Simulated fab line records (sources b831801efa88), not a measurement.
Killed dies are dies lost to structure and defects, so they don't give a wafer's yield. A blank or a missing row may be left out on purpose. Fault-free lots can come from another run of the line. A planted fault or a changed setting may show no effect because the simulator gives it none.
fab line records / flow gf180mcu
[record] lots = 15 wafers = 45 last_day = 34
route steps=602 shown MVSD@70 VT_IMPLANT@119 POLY_GATE@158 HV_LDD@187
lots that met no fault: from a run of the same line without faults
start_h: hours from the record's first day to the start of the lot's first wafer shown / wait_h: hours since the lot's step before / " repeats the value in the row above / L1.1+2: several wafers, shown together as one row / - no value present, or no start provided / * or withheld: withheld / < > ~ a bound
route shown NAME@n: a module of which the file shows steps, and the number in the route of the first / usual: mean/standard deviation taken from wafers without a fault / same: alike in all rows / chamber/n: place in a boat / sites: the reading at each site / _std_site: standard deviation across them / _edge_site: inner sites' mean taken away from outer sites' mean / radius_mm: for every site, how far away it sits from the centre of the wafer / mask NAME#n: copy n / behind: the most recent tool/chamber to have shaped the wafer / hold: why the lot went on hold/how many hours it stayed there/how the hold came to an end / device: names the non-switching transistor (n, p or np) / end of line: the tests these same wafers got at the end of their route / where a step has no rows: the recipe by itself / killed: not the wafer's yield, but the dies lost to structure and defects at the first sort / map: shows each die of a wafer: x if killed, . if not, _ if none is there
set.NAME: the setting as run; set.NAME@STEP: as run at that earlier step / model.NAME: the simulator's own value behind a step, which no gauge read
route steps across a sampled set of lots; one table per step, one row per wafer
services: a tool's chamber out of use, with start hour (start_h, from the record's first day; less than 0 if before it), hours out, and reason
[[steps]]
[step GF_MVSD_EXPOSE_04]
[recipe] mask_id = MVSD target_cd_nm = 1000 na = 0.6 source_shape = conventional sigma_outer = 0.6 dose_mj = 260
[usual] exposure_dose_mJ_cm2 = 260.08/0.28 focus_offset_nm = 0.0/0.63 na = 0.6/0 stage_vel_mm_s = 500.03/0.26
lot.wafer=L762.3 tool=iline_stepper-02 chamber=0 start_h=76.22 wait_h=- mask=MVSD#0 exposure_dose_mJ_cm2=260.66 focus_offset_nm=-0.7 na=0.6 stage_vel_mm_s=500.03
lot.wafer=L762.4 tool=iline_stepper-02 chamber=0 start_h=76.22 wait_h=- mask=MVSD#0 exposure_dose_mJ_cm2=260.86 focus_offset_nm=-1.0 na=0.6 stage_vel_mm_s=499.88
lot.wafer=L762.5 tool=iline_stepper-02 chamber=0 start_h=76.22 wait_h=- mask=MVSD#0 exposure_dose_mJ_cm2=260.03 focus_offset_nm=-0.9 na=0.6 stage_vel_mm_s=500.28
lot.wafer=L763.2 tool=iline_stepper-02 chamber=0 start_h=82.22 wait_h=- mask=MVSD#0 exposure_dose_mJ_cm2=259.72 focus_offset_nm=-0.3 na=0.6 stage_vel_mm_s=500.17
lot.wafer=L763.3 tool=iline_stepper-02 chamber=0 start_h=82.22 wait_h=- mask=MVSD#0 exposure_dose_mJ_cm2=259.95 focus_offset_nm=0.0 na=0.6 stage_vel_mm_s=499.71
lot.wafer=L763.6 tool=iline_stepper-02 chamber=0 start_h=82.22 wait_h=- mask=MVSD#0 exposure_dose_mJ_cm2=259.94 focus_offset_nm=0.6 na=0.6 stage_vel_mm_s=500.03
lot.wafer=L764.1 tool=iline_stepper-01 chamber=0 start_h=87.74 wait_h=- mask=MVSD#0 exposure_dose_mJ_cm2=260.09 focus_offset_nm=0.0 na=0.6 stage_vel_mm_s=500.08
lot.wafer=L764.5 tool=iline_stepper-01 chamber=0 start_h=87.74 wait_h=- mask=MVSD#0 exposure_dose_mJ_cm2=260.30 focus_offset_nm=0.4 na=0.6 stage_vel_mm_s=500.00
lot.wafer=L764.6 tool=iline_stepper-01 chamber=0 start_h=87.74 wait_h=- mask=MVSD#0 exposure_dose_mJ_cm2=260.25 focus_offset_nm=-0.2 na=0.6 stage_vel_mm_s=499.73
lot.wafer=L766.1 tool=iline_stepper-01 chamber=- start_h=99.69 wait_h=- mask=MVSD#0 exposure_dose_mJ_cm2=- focus_offset_nm=- na=- stage_vel_mm_s=-
lot.wafer=L766.4 tool=iline_stepper-01 chamber=- start_h=99.69 wait_h=- mask=MVSD#0 exposure_dose_mJ_cm2=- focus_offset_nm=- na=- stage_vel_mm_s=-
lot.wafer=L766.5 tool=iline_stepper-01 chamber=- start_h=99.69 wait_h=- mask=MVSD#0 exposure_dose_mJ_cm2=- focus_offset_nm=- na=- stage_vel_mm_s=-
lot.wafer=L767.2 tool=iline_stepper-02 chamber=- start_h=104.05 wait_h=- mask=MVSD#0 exposure_dose_mJ_cm2=- focus_offset_nm=- na=- stage_vel_mm_s=-
lot.wafer=L767.3 tool=iline_stepper-02 chamber=- start_h=104.05 wait_h=- mask=MVSD#0 exposure_dose_mJ_cm2=- focus_offset_nm=- na=- stage_vel_mm_s=-
lot.wafer=L767.5 tool=iline_stepper-02 chamber=- start_h=104.05 wait_h=- mask=MVSD#0 exposure_dose_mJ_cm2=- focus_offset_nm=- na=- stage_vel_mm_s=-
lot.wafer=L768.1 tool=iline_stepper-02 chamber=- start_h=107.01 wait_h=- mask=MVSD#0 exposure_dose_mJ_cm2=- focus_offset_nm=- na=- stage_vel_mm_s=-
lot.wafer=L768.2 tool=iline_stepper-02 chamber=- start_h=107.01 wait_h=- mask=MVSD#0 exposure_dose_mJ_cm2=- focus_offset_nm=- na=- stage_vel_mm_s=-
lot.wafer=L768.3 tool=iline_stepper-02 chamber=- start_h=107.01 wait_h=- mask=MVSD#0 exposure_dose_mJ_cm2=- focus_offset_nm=- na=- stage_vel_mm_s=-
lot.wafer=L775.3 tool=iline_stepper-02 chamber=0 start_h=142.80 wait_h=- mask=MVSD#0 exposure_dose_mJ_cm2=260.18 focus_offset_nm=-0.9 na=0.6 stage_vel_mm_s=500.17
lot.wafer=L775.4 tool=iline_stepper-02 chamber=0 start_h=142.80 wait_h=- mask=MVSD#0 exposure_dose_mJ_cm2=260.19 focus_offset_nm=-0.2 na=0.6 stage_vel_mm_s=500.32
lot.wafer=L775.6 tool=iline_stepper-02 chamber=0 start_h=142.80 wait_h=- mask=MVSD#0 exposure_dose_mJ_cm2=259.83 focus_offset_nm=-0.4 na=0.6 stage_vel_mm_s=500.59
lot.wafer=L776.1 tool=iline_stepper-02 chamber=0 start_h=165.15 wait_h=- mask=MVSD#0 exposure_dose_mJ_cm2=260.25 focus_offset_nm=-0.3 na=0.6 stage_vel_mm_s=500.47
lot.wafer=L776.4 tool=iline_stepper-02 chamber=0 start_h=165.15 wait_h=- mask=MVSD#0 exposure_dose_mJ_cm2=260.72 focus_offset_nm=-1.0 na=0.6 stage_vel_mm_s=500.76
lot.wafer=L776.5 tool=iline_stepper-02 chamber=0 start_h=165.15 wait_h=- mask=MVSD#0 exposure_dose_mJ_cm2=260.17 focus_offset_nm=0.1 na=0.6 stage_vel_mm_s=500.39
lot.wafer=L777.3 tool=iline_stepper-02 chamber=0 start_h=168.74 wait_h=- mask=MVSD#0 exposure_dose_mJ_cm2=260.03 focus_offset_nm=-0.5 na=0.6 stage_vel_mm_s=500.49
lot.wafer=L777.4 tool=iline_stepper-02 chamber=0 start_h=168.74 wait_h=- mask=MVSD#0 exposure_dose_mJ_cm2=259.99 focus_offset_nm=-0.2 na=0.6 stage_vel_mm_s=500.72
lot.wafer=L777.5 tool=iline_stepper-02 chamber=0 start_h=168.74 wait_h=- mask=MVSD#0 exposure_dose_mJ_cm2=260.18 focus_offset_nm=-0.4 na=0.6 stage_vel_mm_s=499.92
lot.wafer=L778.1 tool=iline_stepper-02 chamber=0 start_h=171.15 wait_h=- mask=MVSD#0 exposure_dose_mJ_cm2=259.89 focus_offset_nm=-0.6 na=0.6 stage_vel_mm_s=499.73
lot.wafer=L778.4 tool=iline_stepper-02 chamber=0 start_h=171.15 wait_h=- mask=MVSD#0 exposure_dose_mJ_cm2=259.97 focus_offset_nm=-0.6 na=0.6 stage_vel_mm_s=499.86
lot.wafer=L778.5 tool=iline_stepper-02 chamber=0 start_h=171.15 wait_h=- mask=MVSD#0 exposure_dose_mJ_cm2=259.86 focus_offset_nm=-1.5 na=0.6 stage_vel_mm_s=499.88
lot.wafer=L780.2 tool=iline_stepper-02 chamber=0 start_h=173.96 wait_h=- mask=MVSD#0 exposure_dose_mJ_cm2=260.27 focus_offset_nm=0.4 na=0.6 stage_vel_mm_s=499.87
lot.wafer=L780.5 tool=iline_stepper-02 chamber=0 start_h=173.96 wait_h=- mask=MVSD#0 exposure_dose_mJ_cm2=260.17 focus_offset_nm=1.0 na=0.6 stage_vel_mm_s=500.10
lot.wafer=L780.6 tool=iline_stepper-02 chamber=0 start_h=173.96 wait_h=- mask=MVSD#0 exposure_dose_mJ_cm2=260.42 focus_offset_nm=0.3 na=0.6 stage_vel_mm_s=499.80
lot.wafer=L782.1 tool=iline_stepper-02 chamber=0 start_h=192.30 wait_h=- mask=MVSD#0 exposure_dose_mJ_cm2=259.89 focus_offset_nm=-0.6 na=0.6 stage_vel_mm_s=500.09
lot.wafer=L782.2 tool=iline_stepper-02 chamber=0 start_h=192.30 wait_h=- mask=MVSD#0 exposure_dose_mJ_cm2=260.27 focus_offset_nm=-0.3 na=0.6 stage_vel_mm_s=499.89
lot.wafer=L782.5 tool=iline_stepper-02 chamber=0 start_h=192.30 wait_h=- mask=MVSD#0 exposure_dose_mJ_cm2=260.26 focus_offset_nm=-0.6 na=0.6 stage_vel_mm_s=500.69
lot.wafer=L783.1 tool=iline_stepper-02 chamber=0 start_h=200.15 wait_h=- mask=MVSD#0 exposure_dose_mJ_cm2=260.23 focus_offset_nm=0.1 na=0.6 stage_vel_mm_s=500.14
lot.wafer=L783.2 tool=iline_stepper-02 chamber=0 start_h=200.15 wait_h=- mask=MVSD#0 exposure_dose_mJ_cm2=260.05 focus_offset_nm=0.2 na=0.6 stage_vel_mm_s=500.24
lot.wafer=L783.4 tool=iline_stepper-02 chamber=0 start_h=200.15 wait_h=- mask=MVSD#0 exposure_dose_mJ_cm2=260.18 focus_offset_nm=-0.1 na=0.6 stage_vel_mm_s=499.96
lot.wafer=L784.2 tool=iline_stepper-02 chamber=0 start_h=209.47 wait_h=- mask=MVSD#0 exposure_dose_mJ_cm2=259.90 focus_offset_nm=0.3 na=0.6 stage_vel_mm_s=499.63
lot.wafer=L784.3 tool=iline_stepper-02 chamber=0 start_h=209.47 wait_h=- mask=MVSD#0 exposure_dose_mJ_cm2=259.83 focus_offset_nm=0.1 na=0.6 stage_vel_mm_s=499.68
lot.wafer=L784.6 tool=iline_stepper-02 chamber=0 start_h=209.47 wait_h=- mask=MVSD#0 exposure_dose_mJ_cm2=259.84 focus_offset_nm=-0.4 na=0.6 stage_vel_mm_s=500.02
lot.wafer=L785.1 tool=iline_stepper-02 chamber=0 start_h=209.76 wait_h=- mask=MVSD#0 exposure_dose_mJ_cm2=260.07 focus_offset_nm=-0.2 na=0.6 stage_vel_mm_s=499.77
lot.wafer=L785.2 tool=iline_stepper-02 chamber=0 start_h=209.76 wait_h=- mask=MVSD#0 exposure_dose_mJ_cm2=259.95 focus_offset_nm=0.2 na=0.6 stage_vel_mm_s=499.75
lot.wafer=L785.5 tool=iline_stepper-02 chamber=0 start_h=209.76 wait_h=- mask=MVSD#0 exposure_dose_mJ_cm2=260.39 focus_offset_nm=-0.4 na=0.6 stage_vel_mm_s=500.07
[step GF_VT_IMPLANT_OVL_MEAS_29]
[usual] VT_IMPLANT_02_OVL = 1.0/1.2
lot.wafer=L762.3 tool=overlay-01 chamber=- start_h=135.86 wait_h=0.1 VT_IMPLANT_02_OVL[nm]=3.0
lot.wafer=L762.4 tool=overlay-01 chamber=- start_h=135.86 wait_h=0.1 VT_IMPLANT_02_OVL[nm]=3.1
lot.wafer=L762.5 tool=overlay-01 chamber=- start_h=135.86 wait_h=0.1 VT_IMPLANT_02_OVL[nm]=0.4
lot.wafer=L763.2 tool=overlay-02 chamber=- start_h=142.07 wait_h=0.1 VT_IMPLANT_02_OVL[nm]=-1.6
lot.wafer=L763.3 tool=overlay-02 chamber=- start_h=142.07 wait_h=0.1 VT_IMPLANT_02_OVL[nm]=-1.1
lot.wafer=L763.6 tool=overlay-02 chamber=- start_h=142.07 wait_h=0.1 VT_IMPLANT_02_OVL[nm]=-0.1
lot.wafer=L764.1 tool=overlay-01 chamber=- start_h=149.65 wait_h=0.1 VT_IMPLANT_02_OVL[nm]=3.3
lot.wafer=L764.5 tool=overlay-01 chamber=- start_h=149.65 wait_h=0.1 VT_IMPLANT_02_OVL[nm]=3.3
lot.wafer=L764.6 tool=overlay-01 chamber=- start_h=149.65 wait_h=0.1 VT_IMPLANT_02_OVL[nm]=2.1
lot.wafer=L766.1 tool=overlay-02 chamber=- start_h=160.25 wait_h=0.1 VT_IMPLANT_02_OVL[nm]=1.5
lot.wafer=L766.4 tool=overlay-02 chamber=- start_h=160.25 wait_h=0.1 VT_IMPLANT_02_OVL[nm]=0.9
lot.wafer=L766.5 tool=overlay-02 chamber=- start_h=160.25 wait_h=0.1 VT_IMPLANT_02_OVL[nm]=0.8
lot.wafer=L767.2 tool=overlay-01 chamber=- start_h=168.47 wait_h=0.1 VT_IMPLANT_02_OVL[nm]=0.0
lot.wafer=L767.3 tool=overlay-01 chamber=- start_h=168.47 wait_h=0.1 VT_IMPLANT_02_OVL[nm]=1.1
lot.wafer=L767.5 tool=overlay-01 chamber=- start_h=168.47 wait_h=0.1 VT_IMPLANT_02_OVL[nm]=0.6
lot.wafer=L768.1 tool=overlay-02 chamber=- start_h=174.96 wait_h=0.1 VT_IMPLANT_02_OVL[nm]=2.7
lot.wafer=L768.2 tool=overlay-02 chamber=- start_h=174.96 wait_h=0.1 VT_IMPLANT_02_OVL[nm]=0.3
lot.wafer=L768.3 tool=overlay-02 chamber=- start_h=174.96 wait_h=0.1 VT_IMPLANT_02_OVL[nm]=0.4
lot.wafer=L775.3 tool=overlay-02 chamber=- start_h=220.56 wait_h=0.1 VT_IMPLANT_02_OVL[nm]=1.3
lot.wafer=L775.4 tool=overlay-02 chamber=- start_h=220.56 wait_h=0.1 VT_IMPLANT_02_OVL[nm]=1.9
lot.wafer=L775.6 tool=overlay-02 chamber=- start_h=220.56 wait_h=0.1 VT_IMPLANT_02_OVL[nm]=2.4
lot.wafer=L776.1 tool=overlay-01 chamber=- start_h=243.00 wait_h=0.1 VT_IMPLANT_02_OVL[nm]=1.3
lot.wafer=L776.4 tool=overlay-01 chamber=- start_h=243.00 wait_h=0.1 VT_IMPLANT_02_OVL[nm]=0.8
lot.wafer=L776.5 tool=overlay-01 chamber=- start_h=243.00 wait_h=0.1 VT_IMPLANT_02_OVL[nm]=-0.5
lot.wafer=L777.3 tool=overlay-02 chamber=- start_h=250.07 wait_h=0.1 VT_IMPLANT_02_OVL[nm]=0.5
lot.wafer=L777.4 tool=overlay-02 chamber=- start_h=250.07 wait_h=0.1 VT_IMPLANT_02_OVL[nm]=0.2
lot.wafer=L777.5 tool=overlay-02 chamber=- start_h=250.07 wait_h=0.1 VT_IMPLANT_02_OVL[nm]=-1.8
lot.wafer=L778.1 tool=overlay-02 chamber=- start_h=251.25 wait_h=0.1 VT_IMPLANT_02_OVL[nm]=1.3
lot.wafer=L778.4 tool=overlay-02 chamber=- start_h=251.25 wait_h=0.1 VT_IMPLANT_02_OVL[nm]=3.3
lot.wafer=L778.5 tool=overlay-02 chamber=- start_h=251.25 wait_h=0.1 VT_IMPLANT_02_OVL[nm]=0.5
lot.wafer=L780.2 tool=overlay-02 chamber=- start_h=253.31 wait_h=0.1 VT_IMPLANT_02_OVL[nm]=0.3
lot.wafer=L780.5 tool=overlay-02 chamber=- start_h=253.31 wait_h=0.1 VT_IMPLANT_02_OVL[nm]=0.6
lot.wafer=L780.6 tool=overlay-02 chamber=- start_h=253.31 wait_h=0.1 VT_IMPLANT_02_OVL[nm]=0.6
lot.wafer=L782.1 tool=overlay-01 chamber=- start_h=277.15 wait_h=0.1 VT_IMPLANT_02_OVL[nm]=1.7
lot.wafer=L782.2 tool=overlay-01 chamber=- start_h=277.15 wait_h=0.1 VT_IMPLANT_02_OVL[nm]=0.8
lot.wafer=L782.5 tool=overlay-01 chamber=- start_h=277.15 wait_h=0.1 VT_IMPLANT_02_OVL[nm]=1.5
lot.wafer=L783.1 tool=overlay-01 chamber=- start_h=283.00 wait_h=0.1 VT_IMPLANT_02_OVL[nm]=2.9
lot.wafer=L783.2 tool=overlay-01 chamber=- start_h=283.00 wait_h=0.1 VT_IMPLANT_02_OVL[nm]=1.1
lot.wafer=L783.4 tool=overlay-01 chamber=- start_h=283.00 wait_h=0.1 VT_IMPLANT_02_OVL[nm]=1.0
lot.wafer=L784.2 tool=overlay-01 chamber=- start_h=294.91 wait_h=0.1 VT_IMPLANT_02_OVL[nm]=-1.6
lot.wafer=L784.3 tool=overlay-01 chamber=- start_h=294.91 wait_h=0.1 VT_IMPLANT_02_OVL[nm]=1.1
lot.wafer=L784.6 tool=overlay-01 chamber=- start_h=294.91 wait_h=0.1 VT_IMPLANT_02_OVL[nm]=-1.5
lot.wafer=L785.1 tool=overlay-01 chamber=- start_h=295.95 wait_h=0.1 VT_IMPLANT_02_OVL[nm]=2.1
lot.wafer=L785.2 tool=overlay-01 chamber=- start_h=295.95 wait_h=0.1 VT_IMPLANT_02_OVL[nm]=0.8
lot.wafer=L785.5 tool=overlay-01 chamber=- start_h=295.95 wait_h=0.1 VT_IMPLANT_02_OVL[nm]=0.0
[step GF_POLY_GATE_THK_MEAS_01]
[recipe] reads = poly-Si_of_POLY_GATE_CVD_00
[usual] POLY_GATE_CVD_00_THK = 200.0/1.8
lot.wafer=L762.3 tool=film_metro-04 chamber=- start_h=176.83 wait_h=0.0 POLY_GATE_CVD_00_THK[nm]=202.6
lot.wafer=L762.4 tool=film_metro-04 chamber=- start_h=176.83 wait_h=0.0 POLY_GATE_CVD_00_THK[nm]=203.2
lot.wafer=L762.5 tool=film_metro-04 chamber=- start_h=176.83 wait_h=0.0 POLY_GATE_CVD_00_THK[nm]=204.1
lot.wafer=L763.2 tool=film_metro-04 chamber=- start_h=180.87 wait_h=0.0 POLY_GATE_CVD_00_THK[nm]=195.7
lot.wafer=L763.3 tool=film_metro-04 chamber=- start_h=180.87 wait_h=0.0 POLY_GATE_CVD_00_THK[nm]=198.1
lot.wafer=L763.6 tool=film_metro-04 chamber=- start_h=180.87 wait_h=0.0 POLY_GATE_CVD_00_THK[nm]=197.7
lot.wafer=L764.1 tool=film_metro-03 chamber=- start_h=190.25 wait_h=0.0 POLY_GATE_CVD_00_THK[nm]=203.4
lot.wafer=L764.5 tool=film_metro-03 chamber=- start_h=190.25 wait_h=0.0 POLY_GATE_CVD_00_THK[nm]=201.9
lot.wafer=L764.6 tool=film_metro-03 chamber=- start_h=190.25 wait_h=0.0 POLY_GATE_CVD_00_THK[nm]=201.8
lot.wafer=L766.1 tool=film_metro-02 chamber=- start_h=203.79 wait_h=0.0 POLY_GATE_CVD_00_THK[nm]=201.2
lot.wafer=L766.4 tool=film_metro-02 chamber=- start_h=203.79 wait_h=0.0 POLY_GATE_CVD_00_THK[nm]=201.6
lot.wafer=L766.5 tool=film_metro-02 chamber=- start_h=203.79 wait_h=0.0 POLY_GATE_CVD_00_THK[nm]=200.3
lot.wafer=L767.2 tool=film_metro-02 chamber=- start_h=211.43 wait_h=0.0 POLY_GATE_CVD_00_THK[nm]=198.4
lot.wafer=L767.3 tool=film_metro-02 chamber=- start_h=211.43 wait_h=0.0 POLY_GATE_CVD_00_THK[nm]=197.7
lot.wafer=L767.5 tool=film_metro-02 chamber=- start_h=211.43 wait_h=0.0 POLY_GATE_CVD_00_THK[nm]=197.8
lot.wafer=L768.1 tool=film_metro-02 chamber=- start_h=215.91 wait_h=0.0 POLY_GATE_CVD_00_THK[nm]=200.0
lot.wafer=L768.2 tool=film_metro-02 chamber=- start_h=215.91 wait_h=0.0 POLY_GATE_CVD_00_THK[nm]=200.5
lot.wafer=L768.3 tool=film_metro-02 chamber=- start_h=215.91 wait_h=0.0 POLY_GATE_CVD_00_THK[nm]=201.0
lot.wafer=L775.3 tool=film_metro-02 chamber=- start_h=263.82 wait_h=0.0 POLY_GATE_CVD_00_THK[nm]=199.6
lot.wafer=L775.4 tool=film_metro-02 chamber=- start_h=263.82 wait_h=0.0 POLY_GATE_CVD_00_THK[nm]=200.5
lot.wafer=L775.6 tool=film_metro-02 chamber=- start_h=263.82 wait_h=0.0 POLY_GATE_CVD_00_THK[nm]=199.5
lot.wafer=L776.1 tool=film_metro-04 chamber=- start_h=287.76 wait_h=0.0 POLY_GATE_CVD_00_THK[nm]=202.2
lot.wafer=L776.4 tool=film_metro-04 chamber=- start_h=287.76 wait_h=0.0 POLY_GATE_CVD_00_THK[nm]=201.0
lot.wafer=L776.5 tool=film_metro-04 chamber=- start_h=287.76 wait_h=0.0 POLY_GATE_CVD_00_THK[nm]=200.8
lot.wafer=L778.1 tool=film_metro-04 chamber=- start_h=296.96 wait_h=0.0 POLY_GATE_CVD_00_THK[nm]=201.1
lot.wafer=L778.4 tool=film_metro-04 chamber=- start_h=296.96 wait_h=0.0 POLY_GATE_CVD_00_THK[nm]=202.1
lot.wafer=L778.5 tool=film_metro-04 chamber=- start_h=296.96 wait_h=0.0 POLY_GATE_CVD_00_THK[nm]=199.4
lot.wafer=L777.3 tool=film_metro-02 chamber=- start_h=296.98 wait_h=0.0 POLY_GATE_CVD_00_THK[nm]=195.2
lot.wafer=L777.4 tool=film_metro-02 chamber=- start_h=296.98 wait_h=0.0 POLY_GATE_CVD_00_THK[nm]=195.8
lot.wafer=L777.5 tool=film_metro-02 chamber=- start_h=296.98 wait_h=0.0 POLY_GATE_CVD_00_THK[nm]=198.1
lot.wafer=L780.2 tool=film_metro-03 chamber=- start_h=301.07 wait_h=0.0 POLY_GATE_CVD_00_THK[nm]=201.1
lot.wafer=L780.5 tool=film_metro-03 chamber=- start_h=301.07 wait_h=0.0 POLY_GATE_CVD_00_THK[nm]=200.9
lot.wafer=L780.6 tool=film_metro-03 chamber=- start_h=301.07 wait_h=0.0 POLY_GATE_CVD_00_THK[nm]=201.8
lot.wafer=L782.1 tool=film_metro-04 chamber=- start_h=324.75 wait_h=0.0 POLY_GATE_CVD_00_THK[nm]=200.8
lot.wafer=L782.2 tool=film_metro-04 chamber=- start_h=324.75 wait_h=0.0 POLY_GATE_CVD_00_THK[nm]=200.4
lot.wafer=L782.5 tool=film_metro-04 chamber=- start_h=324.75 wait_h=0.0 POLY_GATE_CVD_00_THK[nm]=199.0
lot.wafer=L783.1 tool=film_metro-04 chamber=- start_h=330.55 wait_h=0.0 POLY_GATE_CVD_00_THK[nm]=201.3
lot.wafer=L783.2 tool=film_metro-04 chamber=- start_h=330.55 wait_h=0.0 POLY_GATE_CVD_00_THK[nm]=198.6
lot.wafer=L783.4 tool=film_metro-04 chamber=- start_h=330.55 wait_h=0.0 POLY_GATE_CVD_00_THK[nm]=200.8
lot.wafer=L784.2 tool=film_metro-03 chamber=- start_h=342.04 wait_h=0.0 POLY_GATE_CVD_00_THK[nm]=198.1
lot.wafer=L784.3 tool=film_metro-03 chamber=- start_h=342.04 wait_h=0.0 POLY_GATE_CVD_00_THK[nm]=199.2
lot.wafer=L784.6 tool=film_metro-03 chamber=- start_h=342.04 wait_h=0.0 POLY_GATE_CVD_00_THK[nm]=198.1
lot.wafer=L785.1 tool=film_metro-02 chamber=- start_h=349.75 wait_h=0.0 POLY_GATE_CVD_00_THK[nm]=202.0
lot.wafer=L785.2 tool=film_metro-02 chamber=- start_h=349.75 wait_h=0.0 POLY_GATE_CVD_00_THK[nm]=201.5
lot.wafer=L785.5 tool=film_metro-02 chamber=- start_h=349.75 wait_h=0.0 POLY_GATE_CVD_00_THK[nm]=200.8
[step GF_HV_LDD_TW_MEAS_11]
[usual] HV_LDD_TW = 2407/24
lot.wafer=L762.3 tool=film_metro-01 chamber=- start_h=215.03 wait_h=0.1 HV_LDD_TW=2392
lot.wafer=L762.4 tool=film_metro-01 chamber=- start_h=215.03 wait_h=0.1 HV_LDD_TW=2399
lot.wafer=L762.5 tool=film_metro-01 chamber=- start_h=215.03 wait_h=0.1 HV_LDD_TW=2397
lot.wafer=L763.2 tool=film_metro-04 chamber=- start_h=220.27 wait_h=0.1 HV_LDD_TW=2459
lot.wafer=L763.3 tool=film_metro-04 chamber=- start_h=220.27 wait_h=0.1 HV_LDD_TW=2446
lot.wafer=L763.6 tool=film_metro-04 chamber=- start_h=220.27 wait_h=0.1 HV_LDD_TW=2465
lot.wafer=L764.1 tool=film_metro-04 chamber=- start_h=228.11 wait_h=0.1 HV_LDD_TW=2453
lot.wafer=L764.5 tool=film_metro-04 chamber=- start_h=228.11 wait_h=0.1 HV_LDD_TW=2455
lot.wafer=L764.6 tool=film_metro-04 chamber=- start_h=228.11 wait_h=0.1 HV_LDD_TW=2453
lot.wafer=L766.1 tool=film_metro-02 chamber=- start_h=242.01 wait_h=0.1 HV_LDD_TW=2377
lot.wafer=L766.4 tool=film_metro-02 chamber=- start_h=242.01 wait_h=0.1 HV_LDD_TW=2379
lot.wafer=L766.5 tool=film_metro-02 chamber=- start_h=242.01 wait_h=0.1 HV_LDD_TW=2383
lot.wafer=L767.2 tool=film_metro-01 chamber=- start_h=251.02 wait_h=0.1 HV_LDD_TW=2405
lot.wafer=L767.3 tool=film_metro-01 chamber=- start_h=251.02 wait_h=0.1 HV_LDD_TW=2411
lot.wafer=L767.5 tool=film_metro-01 chamber=- start_h=251.02 wait_h=0.1 HV_LDD_TW=2406
lot.wafer=L768.1 tool=film_metro-01 chamber=- start_h=257.51 wait_h=0.1 HV_LDD_TW=2405
lot.wafer=L768.2 tool=film_metro-01 chamber=- start_h=257.51 wait_h=0.1 HV_LDD_TW=2402
lot.wafer=L768.3 tool=film_metro-01 chamber=- start_h=257.51 wait_h=0.1 HV_LDD_TW=2400
lot.wafer=L775.3 tool=film_metro-01 chamber=- start_h=305.98 wait_h=0.1 HV_LDD_TW=2389
lot.wafer=L775.4 tool=film_metro-01 chamber=- start_h=305.98 wait_h=0.1 HV_LDD_TW=2401
lot.wafer=L775.6 tool=film_metro-01 chamber=- start_h=305.98 wait_h=0.1 HV_LDD_TW=2396
lot.wafer=L776.1 tool=film_metro-01 chamber=- start_h=331.65 wait_h=0.1 HV_LDD_TW=2391
lot.wafer=L776.4 tool=film_metro-01 chamber=- start_h=331.65 wait_h=0.1 HV_LDD_TW=2406
lot.wafer=L776.5 tool=film_metro-01 chamber=- start_h=331.65 wait_h=0.1 HV_LDD_TW=2391
lot.wafer=L778.1 tool=film_metro-02 chamber=- start_h=341.06 wait_h=0.1 HV_LDD_TW=2405
lot.wafer=L778.4 tool=film_metro-02 chamber=- start_h=341.06 wait_h=0.1 HV_LDD_TW=2404
lot.wafer=L778.5 tool=film_metro-02 chamber=- start_h=341.06 wait_h=0.1 HV_LDD_TW=2410
lot.wafer=L777.3 tool=film_metro-01 chamber=- start_h=341.93 wait_h=0.1 HV_LDD_TW=2386
lot.wafer=L777.4 tool=film_metro-01 chamber=- start_h=341.93 wait_h=0.1 HV_LDD_TW=2386
lot.wafer=L777.5 tool=film_metro-01 chamber=- start_h=341.93 wait_h=0.1 HV_LDD_TW=2399
lot.wafer=L780.2 tool=film_metro-02 chamber=- start_h=347.92 wait_h=0.1 HV_LDD_TW=2403
lot.wafer=L780.5 tool=film_metro-02 chamber=- start_h=347.92 wait_h=0.1 HV_LDD_TW=2395
lot.wafer=L780.6 tool=film_metro-02 chamber=- start_h=347.92 wait_h=0.1 HV_LDD_TW=2411
lot.wafer=L782.1 tool=film_metro-02 chamber=- start_h=371.36 wait_h=0.1 HV_LDD_TW=2384
lot.wafer=L782.2 tool=film_metro-02 chamber=- start_h=371.36 wait_h=0.1 HV_LDD_TW=2378
lot.wafer=L782.5 tool=film_metro-02 chamber=- start_h=371.36 wait_h=0.1 HV_LDD_TW=2385
lot.wafer=L783.1 tool=film_metro-04 chamber=- start_h=377.46 wait_h=0.1 HV_LDD_TW=2429
lot.wafer=L783.2 tool=film_metro-04 chamber=- start_h=377.46 wait_h=0.1 HV_LDD_TW=2442
lot.wafer=L783.4 tool=film_metro-04 chamber=- start_h=377.46 wait_h=0.1 HV_LDD_TW=2420
lot.wafer=L784.2 tool=film_metro-04 chamber=- start_h=389.52 wait_h=0.1 HV_LDD_TW=2439
lot.wafer=L784.3 tool=film_metro-04 chamber=- start_h=389.52 wait_h=0.1 HV_LDD_TW=2435
lot.wafer=L784.6 tool=film_metro-04 chamber=- start_h=389.52 wait_h=0.1 HV_LDD_TW=2459
lot.wafer=L785.1 tool=film_metro-02 chamber=- start_h=396.75 wait_h=0.1 HV_LDD_TW=2393
lot.wafer=L785.2 tool=film_metro-02 chamber=- start_h=396.75 wait_h=0.1 HV_LDD_TW=2373
lot.wafer=L785.5 tool=film_metro-02 chamber=- start_h=396.75 wait_h=0.1 HV_LDD_TW=2391
[[services]]
tool=iline_stepper-01 chamber=- start_h=53.37 hours=- kind=consumable_replace:lamp
tool=iline_stepper-02 chamber=- start_h=108.22 hours=1.7 kind=pm
tool=iline_stepper-02 chamber=0 start_h=135.34 hours=- kind=calibration
tool=iline_stepper-01 chamber=- start_h=140.19 hours=6.0 kind=repair
tool=iline_stepper-01 chamber=- start_h=148.05 hours=1.9 kind=repair
tool=iline_stepper-02 chamber=- start_h=149.34 hours=- kind=consumable_replace:lamp
tool=iline_stepper-01 chamber=0 start_h=156.10 hours=- kind=calibration
tool=iline_stepper-01 chamber=- start_h=168.45 hours=15.4 kind=repair
tool=iline_stepper-01 chamber=- start_h=185.60 hours=1.7 kind=pm
[[key]]
[first_sign] step = GF_MVSD_EXPOSE_04 reading = tool_record direction = missing
effect none on later readings
met_at GF_MVSD_EXPOSE_04
struck_lots L766,L767,L768
sort_left_out L766.1,L766.4,L766.5,L767.2,L767.3,L767.5,L768.1,L768.2,L768.3
tester_left_out L766,L767,L768
not_acting_at GF_VT_IMPLANT_OVL_MEAS_29,GF_POLY_GATE_THK_MEAS_01,GF_HV_LDD_TW_MEAS_11
onset_between 87.74 99.69
[fault] kind = skipped_step_whole tool = iline_stepper-01,iline_stepper-02 chamber = - onset_h = 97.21 steps = GF_MVSD_EXPOSE_04 scope = struck_lots_only
// tester_left_out: of these lots the tester's yield and bins aren't shown, on N5 and GAA mostly nor the transistor test; their killed dies are dies lost to structure and defects alone, not to doping, threshold or leakage, so they don't give the yield
// sort_left_out: the simulated sort isn't trusted on such a fault, so these wafers' sort isn't shown, and their yield isn't known
